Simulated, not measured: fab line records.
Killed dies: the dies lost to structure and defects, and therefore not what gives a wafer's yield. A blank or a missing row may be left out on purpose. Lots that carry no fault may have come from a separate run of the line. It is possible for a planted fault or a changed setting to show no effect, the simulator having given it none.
What tool caused it? ; flow gf180mcu ; 12 lots with 36 wafers sampled at 2 steps, on a route of 602 steps

WHAT EACH GAUGE READ, for each wafer
GF_VT_IMPLANT_RS_MEAS_47: measurement is done with a four-point probe.
lot;measured;on;NWELL_RS (ohm/sq)
L075;day 7 19:27;film_metro-03;488.8 489.3 490.0
L077;day 8 10:35;film_metro-02;488.5 488.2 487.1
L079;day 8 22:18;film_metro-02;486.8 487.9 487.0
L081;day 9 13:20;film_metro-01;489.4 489.0 488.4
L083;day 10 02:55;film_metro-03;488.7 489.5 490.1
L085;day 10 11:59;film_metro-01;488.2 487.2 488.9
L087;day 11 02:47;film_metro-01;486.9 488.3 486.9
L089;day 12 01:52;film_metro-01;487.4 487.7 488.1
L091;day 12 08:48;film_metro-01;486.3 486.6 485.6
L093;day 13 03:14;film_metro-02;486.6 487.2 487.2
L095;day 13 18:11;film_metro-02;488.3 488.7 487.6
L097;day 13 23:26;film_metro-02;486.3 487.4 488.2

EACH LOT AND THE TOOL THAT RAN IT (in order: tool; ch and the chambers of the sampled wafers; start)
lot;GF_DNWELL_STRIP_08
L075;plasma_asher-03 ch 0,1, day 3 00:58
L077;plasma_asher-03 ch 0,1, day 3 10:48
L079;plasma_asher-03 ch 0,1, day 3 23:28
L081;plasma_asher-03 ch 0,1, day 4 08:42
L083;plasma_asher-03 ch 0,1, day 4 19:34
L085;plasma_asher-03 ch 0,1, day 5 03:50
L087;plasma_asher-03 ch 0,1, day 5 14:22
L089;plasma_asher-02 ch 0,1, day 6 07:43
L091;plasma_asher-03 ch 0,1, day 6 14:01
L093;plasma_asher-02 ch 0,1, day 7 03:06
L095;plasma_asher-03 ch 0, day 7 14:40
L097;plasma_asher-02 ch 0,1, day 7 20:25
- GF_DNWELL_STRIP_08: strips in O2/N2.

THE ANSWER, worked out from the rows above alone
Rule: the lots themselves supply what counts as usual. The widest of any qualifying gaps counts: lots, ordered by their means at a reading, are off when they make up no more than a third of the lots, leave a main group of 4 or more, and stand apart from it by 3 or more times the standard deviation of that group's means. A main group whose means are all the same, to the digits that the tables above print for the reading, isn't used. Also off: a lot with no number at a reading for which 4 or more lots have one. All remaining lots with rows at the step are treated as sound.
None of the lots is off at any reading shown; this tells nothing.

WHAT THE SIMULATOR HAD PUT IN
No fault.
